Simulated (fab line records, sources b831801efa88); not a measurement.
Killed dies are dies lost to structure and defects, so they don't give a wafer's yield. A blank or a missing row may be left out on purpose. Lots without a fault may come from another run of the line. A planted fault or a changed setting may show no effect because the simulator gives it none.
Chamber matching | flow sky130 | SKY_FIELD_ISO_ETCH_15 on rie_diel-04: 4 sister chambers
The step etches the open film in CHF3/O2, stops on Si, target depth 180 nm, time 72 s. 16 wafers are shown with their chamber, then 8 later ones without.

WAFERS WITH THEIR CHAMBER
wafer  | chamber | drypump_motor_current_A (A) | rf_fwd_power_W (W) | throttle_valve_pct (%)
L075.3 | 2       | 6.4                         | 595.5              | 8.842
L075.5 | 1       | 5.6                         | 596.5              | 8.859
L075.6 | 0       | 6.2                         | 598.4              | 8.845
L080.3 | 3       | 5.8                         | 597.0              | 8.833
L080.4 | 2       | 6.4                         | 594.5              | 8.839
L080.6 | 3       | 5.8                         | 595.1              | 8.843
L083.1 | 2       | 6.3                         | 594.2              | 8.852
L083.3 | 1       | 5.6                         | 595.3              | 8.847
L083.4 | 3       | 5.8                         | 597.1              | 8.847
L084.2 | 0       | 6.2                         | 598.8              | 8.835
L084.3 | 2       | 6.4                         | 597.3              | 8.846
L084.6 | 2       | 6.4                         | 597.2              | 8.835
L085.3 | 2       | 6.4                         | 599.8              | 8.859
L085.4 | 0       | 6.2                         | 598.4              | 8.856
L085.6 | 3       | 5.9                         | 597.6              | 8.833
L089.4 | 3       | 5.9                         | 597.4              | 8.837

SIGNATURES (means of the wafers above)
reading                 | chamber 0 | chamber 1 | chamber 2 | chamber 3 | scatter within a chamber
drypump_motor_current_A | 6.200     | 5.600     | 6.383     | 5.840     | 0.0412
rf_fwd_power_W          | 598.533   | 595.900   | 596.417   | 596.840   | 1.5
throttle_valve_pct      | 8.84533   | 8.85300   | 8.84550   | 8.83860   | 0.00835
Rule: a wafer's distance from a chamber is the root of the sum, over the readings, of the square of ((its reading less the chamber's mean) divided by the reading's scatter). The wafer belongs to the nearest chamber; if the next one is less than 2 further off, it can't be placed. The scatter: the root of (the sum of the squares of (reading less its chamber's mean) over the shown wafers, divided by (wafers less chambers)).

WAFERS WITHOUT THEIR CHAMBER
wafer  | drypump_motor_current_A (A) | rf_fwd_power_W (W) | throttle_valve_pct (%)
L089.5 | 6.4                         | 593.6              | 8.861
L089.6 | 5.9                         | 598.2              | 8.851
L095.1 | 5.6                         | 598.4              | 8.849
L095.2 | 6.4                         | 594.7              | 8.843
L095.5 | 5.6                         | 597.2              | 8.848
L096.1 | 5.6                         | 596.2              | 8.841
L096.2 | 6.4                         | 593.4              | 8.845
L096.4 | 6.2                         | 596.9              | 8.852

WHICH CHAMBER EACH WENT THROUGH
wafer  | from the rows above | in truth
L089.5 | 2                   | 2
L089.6 | 3                   | 3
L095.1 | 1                   | 1
L095.2 | 2                   | 2
L095.5 | 1                   | 1
L096.1 | 1                   | 1
L096.2 | 2                   | 2
L096.4 | 0                   | 0
Placed correctly: 8 of 8. Can't be placed from these rows: 0. Placed wrongly: 0.
